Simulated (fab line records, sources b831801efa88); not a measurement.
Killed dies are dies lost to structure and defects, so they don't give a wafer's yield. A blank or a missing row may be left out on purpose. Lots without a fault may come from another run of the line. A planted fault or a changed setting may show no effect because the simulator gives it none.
A struck lot beside a sound one | flow gf180mcu | 18 steps out of a route of 602
Sound: wafers L173.1, L173.4, L173.5. Struck: wafer L183.5. (L183.4, L183.6 of the same lot were not struck and are left out.) The cause comes at the end.
At each step with rows: each side's tool, then ch and its chambers, then its first start. Under that, the readings that differ: sound wafers | struck wafers | difference of the means | sigmas: that difference in standard deviations of wafers without a fault.
alike: readings whose means differ by less than 2 such deviations, and words and numbers that are the same on both sides. not compared: withheld readings, readings that some wafer has no value for, bounds like >300 that may hide the same value, and numbers for which the record gives no deviation and whose values overlap.
The two part at a step that has a row with sigmas, a row that says differs or no value, or rows on one side only. Numbers that don't overlap but have no deviation are shown without sigmas and don't part them. A reading that every wafer of one side lacks parts them only if that side has two wafers or more.

first, 3 steps without rows for these wafers: GF_V2_EXPOSE_11 (exposes mask Via2, target cd 260 nm); GF_V2_PEB_12 (peb time 90 s); GF_V2_DEVELOP_13 (develop time 60 s).
GF_V2_CD_MEAS_14: target cd 260 nm.
  sound on cd_sem-02, day 20 11:10; struck on cd_sem-02, day 23 22:46
  alike: cd_nm
GF_V2_OVL_MEAS_15:
  sound on overlay-02, day 20 11:17; struck on overlay-01, day 23 22:51
  alike: V2_OVL
GF_V2_ETCH_16: etches BARC in N2/H2.
  sound on rie_diel-04 ch 1,3, day 20 11:19; struck on rie_diel-01 ch 1, day 23 22:52
  alike: drypump_motor_current_A, h2_flow_sccm, oes_product_au, throttle_valve_pct
then, 1 step without rows for these wafers: GF_V2_ETCH_17 (etches SiO2 in C4F8/O2/Ar, stops on TiN, target depth 630 nm).
GF_V2_STRIP_18: strips in O2/N2.
  sound on plasma_asher-04 ch 0, day 20 11:27; struck on plasma_asher-01 ch 0, day 23 23:02
  alike: drypump_motor_current_A, heater_power_w, oes_product_au
  not compared: rf_hours_counter_h
then, 2 steps without rows for these wafers: GF_V2_STRIP_19 (strips in post etch residue remover, time 1200 s); GF_V2_CLEAN_20 (cleans in DIW).
GF_V2_SPUTTER_21: material Ti, target thk 15 nm, time 80.02 s.
  sound on pvd_sputter-03, day 20 12:02; struck on pvd_sputter-04, day 23 23:32
  alike: throttle_valve_pct
GF_V2_SPUTTER_22: material TiN, target thk 10 nm, time 40 s.
  sound on pvd_sputter-03, day 20 12:06; struck on pvd_sputter-04, day 23 23:36
  alike: throttle_valve_pct
GF_V2_CVD_23: deposits W, target thk 350 nm, time 104.94 s.
  sound on cvd_w-01 ch 0,1, day 20 12:08; struck on cvd_w-02 ch 1, day 23 23:40
  reading                          | sound                | struck | difference | sigmas
  susceptor_temp_C (C)             | 400.08 399.98 399.94 | 385.07 | -14.93     | -71
  model.W_of_V2_CVD_23.thk_nm (nm) | 350.9 346.5 347.3    | 257.5  | -90.7      |
  alike: heater_power_w
GF_V2_RS_MEAS_24: measures by four-point-probe.
  sound on film_metro-03, day 20 12:16; struck on film_metro-04, day 23 23:49
  reading          | sound             | struck | difference | sigmas
  V2_W_RS (ohm/sq) | 0.328 0.331 0.331 | 0.447  | +0.117     | +22
GF_V2_THK_MEAS_25: measures by xrf.
  sound on film_metro-03, day 20 12:23; struck on film_metro-04, day 23 23:54
  reading       | sound       | struck | difference | sigmas
  V2_W_THK (nm) | 353 347 350 | 258    | -92        | -15
GF_V2_CMP_26: polishes, stops on SiO2, t overpolish 16.27 s, target thk 0 nm.
  sound on cmp-02 ch 1,2,3, day 20 12:32; struck on cmp-02 ch 3, day 24 00:05
  reading                | sound    | struck | difference | sigmas
  time_to_endpoint_s (s) | 85 84 86 | 61     | -24        | -8
  alike: motor_current_A
GF_M3_SPUTTER_00: material Ti, target thk 37.5 nm, time 150 s.
  sound on pvd_sputter-02, day 20 12:44; struck on pvd_sputter-01, day 24 00:14
  alike: throttle_valve_pct
then, 1 step without rows for these wafers: GF_PASSIVATION_PROBE_99.

WHERE THEY PART
First at GF_V2_CVD_23; last, within this record, at GF_V2_CMP_26. Later steps at which nothing parts them and some readings are alike: GF_M3_SPUTTER_00.

WHY: what the simulator had put in
Process parameter drift: cvd_w-02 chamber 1, from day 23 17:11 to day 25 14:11, at GF_V2_CVD_23. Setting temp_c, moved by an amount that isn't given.
